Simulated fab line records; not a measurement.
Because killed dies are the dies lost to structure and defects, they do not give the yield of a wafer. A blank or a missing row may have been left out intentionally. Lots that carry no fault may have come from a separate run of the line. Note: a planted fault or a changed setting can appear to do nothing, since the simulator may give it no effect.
A lot that was struck, set against a sound lot ; flow sky130 ; 15 out of 708 route steps
Sound: wafers L508.4, L508.5, L508.6. The struck wafers were L525.1, L525.4, L525.5. The cause comes at the end.
At each step with rows: each side's tool, then ch and its chambers, then its first start. Under that, the readings that differ: sound wafers ; struck wafers ; difference of the means ; sigmas: that difference in standard deviations of wafers without a fault.
alike: readings whose means differ by less than 2 such deviations, and words and numbers that are the same on both sides. not compared: withheld readings, readings that some wafer has no value for, bounds like >300 that may hide the same value, and numbers for which the record gives no deviation and whose values overlap.
Wherever a step has rows on one side only, a row that says differs or no value, or a row with sigmas, the two part there. Numbers that have no deviation but don't overlap get no sigmas and don't part them. A reading that every wafer of one side lacks parts them only if that side has two wafers or more.

first, 2 steps without rows for these wafers: SKY_LOCAL_INTERCONNECT_CLEAN_17 (cleans in IPA, time 180 s); SKY_LOCAL_INTERCONNECT_CLEAN_18 (cleans in O3/DIW).
SKY_CONTACT_CVD_00: deposits Si3N4, target thk 75 nm.
  sound on pecvd-04 ch 0,1,2, day 30 07:11; struck on pecvd-02 ch 1,2, day 36 15:08
  alike: heater_power_w, susceptor_temp_C
SKY_CONTACT_THK_MEAS_01:
  sound on film_metro-04 at day 30 07:14; struck on film_metro-03 at day 36 15:10
  alike: CONTACT_CVD_00_THK
then, 1 step without rows for these wafers: SKY_CONTACT_HDPCVD_02 (deposits SiO2, target thk 565 nm, time 94.2 s).
SKY_CONTACT_THK_MEAS_03:
  sound on film_metro-01 at day 30 07:22; struck on film_metro-01 at day 36 15:17
  alike: CONTACT_HDPCVD_THK
SKY_CONTACT_CMP_04: polishes SiO2.
  sound on cmp-02 ch 1,2, day 30 07:26; struck on cmp-02 ch 2,3, day 36 15:21
  alike: motor_current_A, platen_rpm, time_to_endpoint_s
SKY_CONTACT_BOW_MEAS_05:
  sound on film_metro-04 at day 30 07:45; struck on film_metro-04 at day 36 15:39
  alike: CONTACT_BOW
then, 4 steps without rows for these wafers: SKY_CONTACT_DEHYDRATE_06 (time 60 s); SKY_CONTACT_HMDS_07 (prime time 60 s); SKY_CONTACT_COAT_08 (resist thk 60 nm); SKY_CONTACT_COAT_09 (resist thk 450 nm).
SKY_CONTACT_SOFTBAKE_10: time 90 s.
  sound on litho_track-04 ch 0, day 30 21:00; struck on litho_track-01 ch 0, day 37 04:00
reading;sound;struck;difference;sigmas
heater_power_total_W (W);57.30 57.48 57.55;59.29 58.97 59.04;+1.66;+15
run_length_s (s);119.26 119.45 119.18;110.84 110.85 110.77;-8.48;-47
then, 1 step without rows for these wafers: SKY_CONTACT_EXPOSE_11 (exposes mask CTM1, target cd 170 nm).
-- the record jumps here: 13 days lie between the struck wafers' starts before and after (it left off in module CONTACT and takes up again in module PAD_OPEN, whose first step shown is number 708 of the route) --
SKY_PAD_OPEN_PROBE_99:
  sound on prober-02 at day 45 18:41; struck on prober-01 at day 50 04:39
  alike: killed_at_M0_to_M3, killed_at_M4_up, killed_at_contacts, killed_at_front_end, killed_at_other, killed_dies, killed_open, killed_short

WHERE THEY PART
Within this record, at SKY_CONTACT_SOFTBAKE_10 only. Later steps at which nothing parts them and some readings are alike: SKY_PAD_OPEN_PROBE_99.

WHY: what had been put in by the simulator
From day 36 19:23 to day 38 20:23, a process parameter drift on litho_track-01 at SKY_CONTACT_SOFTBAKE_10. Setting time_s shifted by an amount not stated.
